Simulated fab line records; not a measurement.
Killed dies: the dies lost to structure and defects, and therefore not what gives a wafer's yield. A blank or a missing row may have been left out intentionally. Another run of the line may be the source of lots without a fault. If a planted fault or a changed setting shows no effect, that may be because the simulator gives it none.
Shared-tool check :: flow sfqLine :: 14 lots and 42 wafers in the sample

## WHY THIS WAS OPENED
SFQ_M6_RS_MEAS_938, reading M6_NB_RS: flagged on 2 of 14 lots. No-fault wafers: 0.887 ohm/sq, standard deviation 0.0092.
Rule: a lot gets a flag if all its wafers with a number sit over 4 standard deviations from that mean, or if no wafer of it has a number. The other lots count as sound.

lot: L593
measured: day 77 00:52
on: filmMetro-02
M6_NB_RS (ohm/sq), wafer by wafer: 0.894 0.903 0.902
flag: 

lot: L594
measured: day 77 08:47
on: filmMetro-03
M6_NB_RS (ohm/sq), wafer by wafer: 0.891 0.886 0.900
flag: 

lot: L595
measured: day 77 09:48
on: filmMetro-02
M6_NB_RS (ohm/sq), wafer by wafer: 0.892 0.887 0.892
flag: 

lot: L596
measured: day 77 13:25
on: filmMetro-02
M6_NB_RS (ohm/sq), wafer by wafer: 0.885 0.886 0.892
flag: 

lot: L597
measured: day 77 22:59
on: filmMetro-02
M6_NB_RS (ohm/sq), wafer by wafer: 0.886 0.888 0.891
flag: 

lot: L599
measured: day 78 15:47
on: filmMetro-03
M6_NB_RS (ohm/sq), wafer by wafer: 0.883 0.883 0.879
flag: 

lot: L600
measured: day 78 20:35
on: filmMetro-03
M6_NB_RS (ohm/sq), wafer by wafer: 0.878 0.888 0.881
flag: 

lot: L601
measured: day 79 02:34
on: filmMetro-02
M6_NB_RS (ohm/sq), wafer by wafer: 0.884 0.892 0.884
flag: 

lot: L603
measured: day 80 01:02
on: filmMetro-04
M6_NB_RS (ohm/sq), wafer by wafer: 0.890 0.894 0.887
flag: 

lot: L605
measured: day 80 07:38
on: filmMetro-03
M6_NB_RS (ohm/sq), wafer by wafer: 0.884 0.885 0.882
flag: 

lot: L606
measured: day 81 08:48
on: filmMetro-03
M6_NB_RS (ohm/sq), wafer by wafer: 0.441 0.443 0.441
flag: FLAGGED

lot: L607
measured: day 81 11:13
on: filmMetro-04
M6_NB_RS (ohm/sq), wafer by wafer: 0.436 0.441 0.438
flag: FLAGGED

lot: L610
measured: day 82 02:32
on: filmMetro-03
M6_NB_RS (ohm/sq), wafer by wafer: 0.887 0.897 0.885
flag: 

lot: L614
measured: day 86 03:52
on: filmMetro-04
M6_NB_RS (ohm/sq), wafer by wafer: 0.870 0.869 0.877
flag: 
On average the flagged lots' numbers are 0.440 ohm/sq, which is -0.447 ohm/sq against the usual, or -49 standard deviations.

## EACH LOT AND THE TOOL IT RAN ON
4 process steps preceding the reading are held in the record, out of 325 steps in the route. Each cell gives the tool, then ch followed by the chambers the sampled wafers passed through, then the start.
lot: L593
flag: 
SFQ_TRILAYER_A5B_CMP_CMP_130: cmp-01 ch 0,2,3, day 71 03:25
SFQ_TRILAYER_R5_BARC_OPEN_METAL_ETCH_177: rieMetal-03 ch 0,1, day 76 02:28
SFQ_TRILAYER_I5_STRIP_STRIP_148: rieMetal-01 ch 0,1, day 76 15:40
SFQ_TRILAYER_M6_DEP_SPUTTER_157: pvdSputter-06, day 77 00:46

lot: L594
flag: 
SFQ_TRILAYER_A5B_CMP_CMP_130: cmp-02 ch 1,2, day 71 04:05
SFQ_TRILAYER_R5_BARC_OPEN_METAL_ETCH_177: rieMetal-04 ch 1, day 76 03:40
SFQ_TRILAYER_I5_STRIP_STRIP_148: rieMetal-04 ch 0,1, day 76 16:52
SFQ_TRILAYER_M6_DEP_SPUTTER_157: pvdSputter-03, day 77 08:41

lot: L595
flag: 
SFQ_TRILAYER_A5B_CMP_CMP_130: cmp-01 ch 1,2,3, day 71 09:25
SFQ_TRILAYER_R5_BARC_OPEN_METAL_ETCH_177: rieMetal-03 ch 0, day 76 07:16
SFQ_TRILAYER_I5_STRIP_STRIP_148: rieMetal-01 ch 0,1, day 76 18:04
SFQ_TRILAYER_M6_DEP_SPUTTER_157: pvdSputter-05, day 77 09:41

lot: L596
flag: 
SFQ_TRILAYER_A5B_CMP_CMP_130: cmp-01 ch 0,3, day 71 14:55
SFQ_TRILAYER_R5_BARC_OPEN_METAL_ETCH_177: rieMetal-03 ch 0,1, day 76 13:13
SFQ_TRILAYER_I5_STRIP_STRIP_148: rieMetal-02 ch 0,1, day 76 21:52
SFQ_TRILAYER_M6_DEP_SPUTTER_157: pvdSputter-03, day 77 13:17

lot: L597
flag: 
SFQ_TRILAYER_A5B_CMP_CMP_130: cmp-02 ch 0,1,2, day 71 23:11
SFQ_TRILAYER_R5_BARC_OPEN_METAL_ETCH_177: rieMetal-04 ch 0,1, day 77 00:00
SFQ_TRILAYER_I5_STRIP_STRIP_148: rieMetal-04 ch 0,1, day 77 14:59
SFQ_TRILAYER_M6_DEP_SPUTTER_157: pvdSputter-03, day 77 22:53

lot: L599
flag: 
SFQ_TRILAYER_A5B_CMP_CMP_130: cmp-02 ch 0,2,3, day 73 05:30
SFQ_TRILAYER_R5_BARC_OPEN_METAL_ETCH_177: rieMetal-03 ch 0,1, day 78 07:58
SFQ_TRILAYER_I5_STRIP_STRIP_148: rieMetal-01 ch 0,1, day 78 11:53
SFQ_TRILAYER_M6_DEP_SPUTTER_157: pvdSputter-03, day 78 15:39

lot: L600
flag: 
SFQ_TRILAYER_A5B_CMP_CMP_130: cmp-02 ch 0,2, day 73 12:14
SFQ_TRILAYER_R5_BARC_OPEN_METAL_ETCH_177: rieMetal-03 ch 0,1, day 78 11:34
SFQ_TRILAYER_I5_STRIP_STRIP_148: rieMetal-04 ch 0,1, day 78 16:20
SFQ_TRILAYER_M6_DEP_SPUTTER_157: pvdSputter-06, day 78 20:27

lot: L601
flag: 
SFQ_TRILAYER_A5B_CMP_CMP_130: cmp-02 ch 1,2,3, day 73 18:28
SFQ_TRILAYER_R5_BARC_OPEN_METAL_ETCH_177: rieMetal-04 ch 0,1, day 78 18:45
SFQ_TRILAYER_I5_STRIP_STRIP_148: rieMetal-04 ch 0,1, day 78 22:09
SFQ_TRILAYER_M6_DEP_SPUTTER_157: pvdSputter-06, day 79 02:28

lot: L603
flag: 
SFQ_TRILAYER_A5B_CMP_CMP_130: cmp-02 ch 0,1,2, day 75 01:28
SFQ_TRILAYER_R5_BARC_OPEN_METAL_ETCH_177: rieMetal-04 ch 0,1, day 79 17:34
SFQ_TRILAYER_I5_STRIP_STRIP_148: rieMetal-02 ch 0,1, day 79 21:09
SFQ_TRILAYER_M6_DEP_SPUTTER_157: pvdSputter-06, day 80 00:54

lot: L605
flag: 
SFQ_TRILAYER_A5B_CMP_CMP_130: cmp-01 ch 1,2, day 75 05:28
SFQ_TRILAYER_R5_BARC_OPEN_METAL_ETCH_177: rieMetal-04 ch 0,1, day 79 21:10
SFQ_TRILAYER_I5_STRIP_STRIP_148: rieMetal-02 ch 0,1, day 80 01:36
SFQ_TRILAYER_M6_DEP_SPUTTER_157: pvdSputter-03, day 80 07:30

lot: L606
flag: FLAGGED
SFQ_TRILAYER_A5B_CMP_CMP_130: cmp-01 ch 0,2,3, day 76 16:01
SFQ_TRILAYER_R5_BARC_OPEN_METAL_ETCH_177: rieMetal-02 ch 0,1, day 80 23:33
SFQ_TRILAYER_I5_STRIP_STRIP_148: rieMetal-02 ch 0,1, day 81 03:30
SFQ_TRILAYER_M6_DEP_SPUTTER_157: pvdSputter-05, day 81 08:27

lot: L607
flag: FLAGGED
SFQ_TRILAYER_A5B_CMP_CMP_130: cmp-01 ch 0,1,2, day 76 18:31
SFQ_TRILAYER_R5_BARC_OPEN_METAL_ETCH_177: rieMetal-04 ch 0,1, day 81 01:57
SFQ_TRILAYER_I5_STRIP_STRIP_148: rieMetal-02 ch 0,1, day 81 05:21
SFQ_TRILAYER_M6_DEP_SPUTTER_157: pvdSputter-03, day 81 10:51

lot: L610
flag: 
SFQ_TRILAYER_A5B_CMP_CMP_130: cmp-02 ch 0,1,2, day 77 02:49
SFQ_TRILAYER_R5_BARC_OPEN_METAL_ETCH_177: rieMetal-03 ch 0,1, day 81 07:57
SFQ_TRILAYER_I5_STRIP_STRIP_148: rieMetal-04 ch 0,1, day 81 16:09
SFQ_TRILAYER_M6_DEP_SPUTTER_157: pvdSputter-03, day 82 02:27

lot: L614
flag: 
SFQ_TRILAYER_A5B_CMP_CMP_130: cmp-02 ch 0,3, day 77 10:43
SFQ_TRILAYER_R5_BARC_OPEN_METAL_ETCH_177: rieMetal-03 ch 0,1, day 81 16:21
SFQ_TRILAYER_I5_STRIP_STRIP_148: rieMetal-04 ch 0,1, day 82 02:57
SFQ_TRILAYER_M6_DEP_SPUTTER_157: pvdSputter-03, day 86 03:46
What the steps here do:
- SFQ_TRILAYER_A5B_CMP_CMP_130: polishes, stops on Nb, target thk 340.7 nm.
- SFQ_TRILAYER_R5_BARC_OPEN_METAL_ETCH_177: etches BARC in O2, target depth 125 nm, time 41.7 s.
- SFQ_TRILAYER_I5_STRIP_STRIP_148: strips in O2.
- SFQ_TRILAYER_M6_DEP_SPUTTER_157: material Nb, target thk 200 nm, time 133.3 s.
- SFQ_M6_RS_MEAS_938: measures by four-point-probe.

## FLAGGED OVER TOTAL, TOOL BY TOOL (the gauges that took the reading come last)
step: SFQ_TRILAYER_A5B_CMP_CMP_130
tool: cmp-01
lots run: 6
flagged: 2
share of the flagged lots: all
sound lots run after its first flagged lot: 0

step: SFQ_TRILAYER_A5B_CMP_CMP_130
tool: cmp-02
lots run: 8
flagged: 0
share of the flagged lots: none
sound lots run after its first flagged lot: -

step: SFQ_TRILAYER_R5_BARC_OPEN_METAL_ETCH_177
tool: rieMetal-02
lots run: 1
flagged: 1
share of the flagged lots: some
sound lots run after its first flagged lot: 0

step: SFQ_TRILAYER_R5_BARC_OPEN_METAL_ETCH_177
tool: rieMetal-03
lots run: 7
flagged: 0
share of the flagged lots: none
sound lots run after its first flagged lot: -

step: SFQ_TRILAYER_R5_BARC_OPEN_METAL_ETCH_177
tool: rieMetal-04
lots run: 6
flagged: 1
share of the flagged lots: some
sound lots run after its first flagged lot: 0

step: SFQ_TRILAYER_I5_STRIP_STRIP_148
tool: rieMetal-01
lots run: 3
flagged: 0
share of the flagged lots: none
sound lots run after its first flagged lot: -

step: SFQ_TRILAYER_I5_STRIP_STRIP_148
tool: rieMetal-02
lots run: 5
flagged: 2
share of the flagged lots: all
sound lots run after its first flagged lot: 0

step: SFQ_TRILAYER_I5_STRIP_STRIP_148
tool: rieMetal-04
lots run: 6
flagged: 0
share of the flagged lots: none
sound lots run after its first flagged lot: -

step: SFQ_TRILAYER_M6_DEP_SPUTTER_157
tool: pvdSputter-03
lots run: 8
flagged: 1
share of the flagged lots: some
sound lots run after its first flagged lot: 2 (L610,L614)

step: SFQ_TRILAYER_M6_DEP_SPUTTER_157
tool: pvdSputter-05
lots run: 2
flagged: 1
share of the flagged lots: some
sound lots run after its first flagged lot: 0

step: SFQ_TRILAYER_M6_DEP_SPUTTER_157
tool: pvdSputter-06
lots run: 4
flagged: 0
share of the flagged lots: none
sound lots run after its first flagged lot: -

step: SFQ_M6_RS_MEAS_938
tool: filmMetro-02
lots run: 5
flagged: 0
share of the flagged lots: none
sound lots run after its first flagged lot: -

step: SFQ_M6_RS_MEAS_938
tool: filmMetro-03
lots run: 6
flagged: 1
share of the flagged lots: some
sound lots run after its first flagged lot: 1 (L610)

step: SFQ_M6_RS_MEAS_938
tool: filmMetro-04
lots run: 3
flagged: 1
share of the flagged lots: some
sound lots run after its first flagged lot: 1 (L614)

## WHAT THE TABLE ALLOWS
Table rows that saw every flagged lot: 2, namely cmp-01 at SFQ_TRILAYER_A5B_CMP_CMP_130 and rieMetal-02 at SFQ_TRILAYER_I5_STRIP_STRIP_148.
- cmp-01 at SFQ_TRILAYER_A5B_CMP_CMP_130: 2 of its 6 lots flagged. A fault beginning between L605 (day 75 05:28), its last sound lot, and L606 (day 76 16:01), its first flagged one, fits the data.
- rieMetal-02 at SFQ_TRILAYER_I5_STRIP_STRIP_148: 2 of its 5 lots flagged. A fault beginning between L605 (day 80 01:36), its last sound lot, and L606 (day 81 03:30), its first flagged one, fits the data.
These 2 tools cannot be told apart by counting lots, since each of them fits a fault that started at some hour. More lots, or a look at what each step does to the wafer, might.

## WHAT HAD BEEN PUT IN BY THE SIMULATOR
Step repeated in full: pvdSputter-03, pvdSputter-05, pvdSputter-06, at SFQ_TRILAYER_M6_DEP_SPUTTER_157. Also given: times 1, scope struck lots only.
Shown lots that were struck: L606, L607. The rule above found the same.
